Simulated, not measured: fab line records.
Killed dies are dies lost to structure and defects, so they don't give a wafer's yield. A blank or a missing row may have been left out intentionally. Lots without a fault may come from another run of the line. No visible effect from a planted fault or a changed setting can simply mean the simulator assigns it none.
Which tool did it? ; flow sky130 ; 12 lots with 36 wafers sampled at 5 steps, on a route of 708 steps

WHAT THE GAUGES READ, wafer by wafer
SKY_METAL1_OVL_MEAS_16. Usual: METAL1_OVL -4 nm, standard deviation 4.6.
lot;measured;on;METAL1_OVL (nm);flag
L406;day 33 05:51;overlay-01;-4 -4 -8;
L407;day 33 14:03;overlay-01;-1 -6 -5;
L408;day 34 04:18;overlay-02;0 5 1;
L411;day 35 00:08;overlay-01;-8 -7 -8;
L412;day 35 06:19;overlay-02;0 1 -5;
L413;day 35 10:13;overlay-01;-1 3 0;
L414;day 35 17:34;overlay-02;-3 -7 -6;
L421;day 38 02:51;overlay-01;5 -5 1;
L424;day 38 18:52;overlay-01;-11 -4 -6;
L425;day 39 01:49;overlay-02;-2 -12 -6;
L427;day 39 16:53;overlay-02;-8 -11 -6;
L428;day 40 08:08;overlay-01;1 1 5;

SKY_VIA1_THK_MEAS_01. Usual: VIA1_HDPCVD_THK 1032 nm, standard deviation 12.
lot;measured;on;VIA1_HDPCVD_THK (nm);flag
L406;day 33 06:48;film_metro-01;1029 1043 1028;
L407;day 33 14:59;film_metro-02;1020 1011 1026;
L408;day 34 05:14;film_metro-02;1026 1031 1029;
L411;day 35 01:04;film_metro-01;1032 1036 1038;
L412;day 35 07:27;film_metro-01;1047 1033 1033;
L413;day 35 11:09;film_metro-04;1006 1015 1017;
L414;day 35 18:56;film_metro-04;1028 1042 1032;
L421;day 38 03:49;film_metro-02;1033 1024 1334;OFF
L424;day 38 19:47;film_metro-02;1339 1026 1043;OFF
L425;day 39 02:44;film_metro-01;1029 1025 1017;
L427;day 39 18:02;film_metro-04;1030 1030 1022;
L428;day 40 09:15;film_metro-02;1038 1019 1032;

SKY_VIA1_BOW_MEAS_03. Usual: VIA1_BOW 82 um, standard deviation 7.2.
lot;measured;on;VIA1_BOW (um);flag
L406;day 33 07:10;film_metro-01;80 80 93;
L407;day 33 15:22;film_metro-04;96 78 81;
L408;day 34 05:35;film_metro-02;83 80 71;
L411;day 35 01:26;film_metro-01;86 78 81;
L412;day 35 07:50;film_metro-02;70 74 91;
L413;day 35 11:31;film_metro-01;82 84 79;
L414;day 35 19:19;film_metro-04;90 98 92;
L421;day 38 04:11;film_metro-01;76 75 83;
L424;day 38 20:09;film_metro-01;77 67 86;
L425;day 39 03:05;film_metro-04;65 78 81;
L427;day 39 18:23;film_metro-01;69 87 86;
L428;day 40 09:37;film_metro-01;78 72 80;

WHAT TOOL EACH LOT RAN ON (gives the tool, then ch and the chambers of the sampled wafers, and finally the start)
lot;SKY_VIA1_HDPCVD_00;SKY_VIA1_CMP_02
L406;hdpcvd-02 ch 0,1,2, day 33 06:41;cmp-01 ch 0,2,3, day 33 06:55
L407;hdpcvd-02 ch 0,1,2, day 33 14:52;cmp-02 ch 1,2,3, day 33 15:08
L408;hdpcvd-01 ch 0,1, day 34 05:07;cmp-01 ch 0,1,2, day 34 05:20
L411;hdpcvd-01 ch 0,2, day 35 00:58;cmp-01 ch 0,1,2, day 35 01:08
L412;hdpcvd-01 ch 0,1,2, day 35 07:22;cmp-01 ch 2,3, day 35 07:29
L413;hdpcvd-02 ch 0,2, day 35 11:02;cmp-02 ch 0,2,3, day 35 11:19
L414;hdpcvd-02 ch 0,1,2, day 35 18:49;cmp-02 ch 0,1,2, day 35 19:02
L421;hdpcvd-02 ch 0,1,2, day 38 03:42;cmp-02 ch 1,3, day 38 03:52
L424;hdpcvd-02 ch 0,1,2, day 38 19:41;cmp-01 ch 0,2,3, day 38 19:54
L425;hdpcvd-01 ch 0,2, day 39 02:37;cmp-01 ch 0,2,3, day 39 02:53
L427;hdpcvd-01 ch 1,2, day 39 17:55;cmp-01 ch 1,2,3, day 39 18:05
L428;hdpcvd-01 ch 0,1,2, day 40 09:08;cmp-02 ch 0,2,3, day 40 09:22
- SKY_VIA1_HDPCVD_00: deposits SiO2, target thk 1030 nm, time 171.7 s.
- SKY_VIA1_CMP_02: polishes SiO2.

WHAT THE TOOLS THEMSELVES READ (means of the sampled wafers that have a number; where no wafer has one, the mark that the record gives instead)
SKY_VIA1_HDPCVD_00. Usual: 199.0 s for run_length_s, sd 0.42.
lot;tool;run_length_s (s);flag
L406;hdpcvd-02;198.8;
L407;hdpcvd-02;199.1;
L408;hdpcvd-01;198.5;
L411;hdpcvd-01;199.1;
L412;hdpcvd-01;198.9;
L413;hdpcvd-02;199.1;
L414;hdpcvd-02;198.9;
L421;hdpcvd-02;214.9;OFF
L424;hdpcvd-02;214.5;OFF
L425;hdpcvd-01;199.1;
L427;hdpcvd-01;199.2;
L428;hdpcvd-01;198.9;

SKY_VIA1_CMP_02. Usual: 12.0 A for motor_current_A, sd 0.83.
lot;tool;motor_current_A (A);flag
L406;cmp-01;12.7;
L407;cmp-02;11.5;
L408;cmp-01;12.2;
L411;cmp-01;12.5;
L412;cmp-01;12.2;
L413;cmp-02;11.8;
L414;cmp-02;11.9;
L421;cmp-02;11.1;
L424;cmp-01;13.0;
L425;cmp-01;12.7;
L427;cmp-01;12.2;
L428;cmp-02;11.8;

THE ANSWER, worked out from the rows above alone
Rule: take the mean of a lot's wafers that have a number; if it is more than 3 standard deviations from the usual mean, the lot is off. Also off: a lot with no number at a reading for which 4 or more lots have one. The other lots that the step has rows for count as sound. Order of review: gauges by route order, followed by the tools' own readings, for which a lot's mean as printed above is used. At the first step where some lot is off, the reading lying furthest off is the one used; lots without a number count as furthest.
Off: L421, L424, seen at SKY_VIA1_THK_MEAS_01 (VIA1_HDPCVD_THK).
If a tool, at a process step before that reading, ran all the lots that are off and no sound lot after the first of them, it fits. The gauges at SKY_VIA1_THK_MEAS_01 aren't tried: what is off there is off at SKY_VIA1_HDPCVD_00 too, on other tools, and a gauge's error can't cause that. One candidate fits, namely hdpcvd-02 at SKY_VIA1_HDPCVD_00. Its last sound lot is L414 (day 35 18:49), its first lot that is off L421 (day 38 03:42): a fault that began between those two fits.
The tool's own readings at SKY_VIA1_HDPCVD_00 bear it out: on the lots that are off they differ by more than 5 times the standard deviation of the sound lots' means. run_length_s reads 214.7 s there against 199.0 s on the sound lots.

WHAT THE SIMULATOR HAD PUT IN
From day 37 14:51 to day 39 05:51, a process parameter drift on hdpcvd-02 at SKY_VIA1_HDPCVD_00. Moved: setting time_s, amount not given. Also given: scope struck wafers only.
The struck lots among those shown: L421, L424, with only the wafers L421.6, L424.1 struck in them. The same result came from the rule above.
